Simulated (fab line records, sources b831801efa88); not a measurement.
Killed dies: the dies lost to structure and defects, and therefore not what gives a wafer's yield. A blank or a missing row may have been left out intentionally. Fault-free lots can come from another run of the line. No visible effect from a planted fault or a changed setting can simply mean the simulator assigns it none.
A struck lot beside a sound one :: flow sky130 :: 15 out of 708 route steps
Sound: wafers L332.2, L332.3, L332.5. Wafers L339.1, L339.5, L339.6 were the ones struck. At the end, the cause is stated.
Each step with rows lists, per side, the tool, then ch with its chambers, then its first start. Under that, the readings that differ: sound wafers :: struck wafers :: difference of the means :: sigmas: that difference in standard deviations of wafers without a fault.
alike: same words and numbers on both sides, and readings whose means sit less than 2 such deviations apart. not compared: any withheld reading, any reading some wafer has no value for, any bound like >300 that may hide the same value, and any number with overlapping values for which the record gives no deviation.
A row with sigmas, a row that says differs or no value, or rows on one side alone: a step with any of these is where the two part. When numbers do not overlap yet have no deviation, they are printed without sigmas and do not part them. A reading that every wafer of one side lacks parts them only if that side has two wafers or more.

SKY_NWELL_OVL_MEAS_10:
  struck on overlay-02, day 7 05:29; sound on overlay-02, day 5 14:29
  alike: NWELL_00_OVL
then, 3 steps without rows for these wafers: SKY_NWELL_IMPLANT_11; SKY_NWELL_IMPLANT_12; SKY_NWELL_IMPLANT_13.
SKY_NWELL_STRIP_14: strips in O2/N2.
  sound on plasma-asher-02 ch 0, day 5 14:58; struck on plasma-asher-02 ch 0,1, day 7 05:58
  alike: drypump-motor-current-A, n2-flow-sccm, oes-product-au, strip-time-to-endpoint-s
  not compared: rf-hours-counter-h
SKY_NWELL_TW_MEAS_15:
  struck on film-metro-04, day 7 06:04; sound on film-metro-04, day 5 15:04
  alike: NWELL_TW
then, 6 steps without rows for these wafers: SKY_NWELL_DEHYDRATE_16 (time 60 s); SKY_NWELL_HMDS_17 (prime time 60 s); SKY_NWELL_COAT_18 (resist thk 3000 nm); SKY_NWELL_SOFTBAKE_19; SKY_NWELL_EXPOSE_20 (exposes mask NWM COMPLEMENT, target cd 840 nm); SKY_NWELL_PEB_21.
SKY_NWELL_DEVELOP_22: develop time 60 s.
  sound on litho-track-02 ch 0, day 6 09:00; struck on litho-track-02 ch 0, day 8 01:00
reading: developer-temp-C (C)
sound: 22.98 22.92 22.97
struck: 25.32 25.34 25.34
difference: +2.38
sigmas: +24
SKY_NWELL_OVL_MEAS_23:
  struck on overlay-01, day 8 01:35; sound on overlay-01, day 6 09:20
  alike: NWELL_01_OVL
next, for these wafers, 1 step has no rows: SKY_PAD_OPEN_PROBE_99.

WHERE THEY PART
Within this record, at SKY_NWELL_DEVELOP_22 only. Later steps at which nothing parts them and some readings are alike: SKY_NWELL_OVL_MEAS_23.

WHY: the cause the simulator had injected
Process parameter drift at SKY_NWELL_DEVELOP_22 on litho-track-02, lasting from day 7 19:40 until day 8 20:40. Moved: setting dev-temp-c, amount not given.
